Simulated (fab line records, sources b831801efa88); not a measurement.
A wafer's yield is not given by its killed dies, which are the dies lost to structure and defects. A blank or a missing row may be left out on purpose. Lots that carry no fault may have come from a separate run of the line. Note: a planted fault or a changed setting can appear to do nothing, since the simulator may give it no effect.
Matching of chambers || flow sfqLine || rieDiel-03 running SFQ_TRILAYER_I1_VIA_BARC_OPEN_VIA_ETCH_071: 4 sister chambers
The step etches BARC in O2, target depth 125 nm, time 41.7 s. 4 wafers are shown with their chamber, then 7 later ones without.

== EACH WAFER AND ITS CHAMBER ==
{"wafer": "L917.3", "chamber": 2, "oesProductAu (a.u.)": 0.680}
{"wafer": "L925.3", "chamber": 3, "oesProductAu (a.u.)": 0.686}
{"wafer": "L934.1", "chamber": 1, "oesProductAu (a.u.)": 0.676}
{"wafer": "L934.2", "chamber": 0, "oesProductAu (a.u.)": 0.689}

== WAFERS WHOSE CHAMBER IS MISSING ==
{"wafer": "L934.6", "oesProductAu (a.u.)": 0.682}
{"wafer": "L935.3", "oesProductAu (a.u.)": 0.686}
{"wafer": "L935.4", "oesProductAu (a.u.)": 0.685}
{"wafer": "L935.6", "oesProductAu (a.u.)": 0.673}
{"wafer": "L938.1", "oesProductAu (a.u.)": 0.680}
{"wafer": "L938.2", "oesProductAu (a.u.)": 0.697}
{"wafer": "L938.6", "oesProductAu (a.u.)": 0.681}

== CHAMBER TAKEN BY EACH ==
{"wafer": "L934.6", "from the rows above": "can't be placed: 2 or 3 or 1 or 0", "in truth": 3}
{"wafer": "L935.3", "from the rows above": "can't be placed: 3 or 0 or 2", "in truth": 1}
{"wafer": "L935.4", "from the rows above": "can't be placed: 3 or 0 or 2", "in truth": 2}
{"wafer": "L935.6", "from the rows above": "can't be placed: 1 or 2", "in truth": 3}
{"wafer": "L938.1", "from the rows above": "can't be placed: 2 or 1 or 3", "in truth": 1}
{"wafer": "L938.2", "from the rows above": "can't be placed: 0 or 3", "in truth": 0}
{"wafer": "L938.6", "from the rows above": "can't be placed: 2 or 1 or 3", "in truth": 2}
Correctly placed: 0 of 7. Unplaceable from these rows: 7, with the true chamber sitting among the candidates in 5. Wrongly placed: 0.
How it was worked out, from the rows above alone: a wafer's distance from a chamber is the root of the sum, over the readings, of the square of ((its reading less the chamber's mean) divided by the reading's scatter). The wafer belongs to the nearest chamber; if the next one is less than 2 further off, it can't be placed. A chamber's mean is the mean of its shown wafers. The scatter (one wafer shown for each chamber): square how far every hidden wafer sits from the nearest shown wafer, average those squares and take the square root.
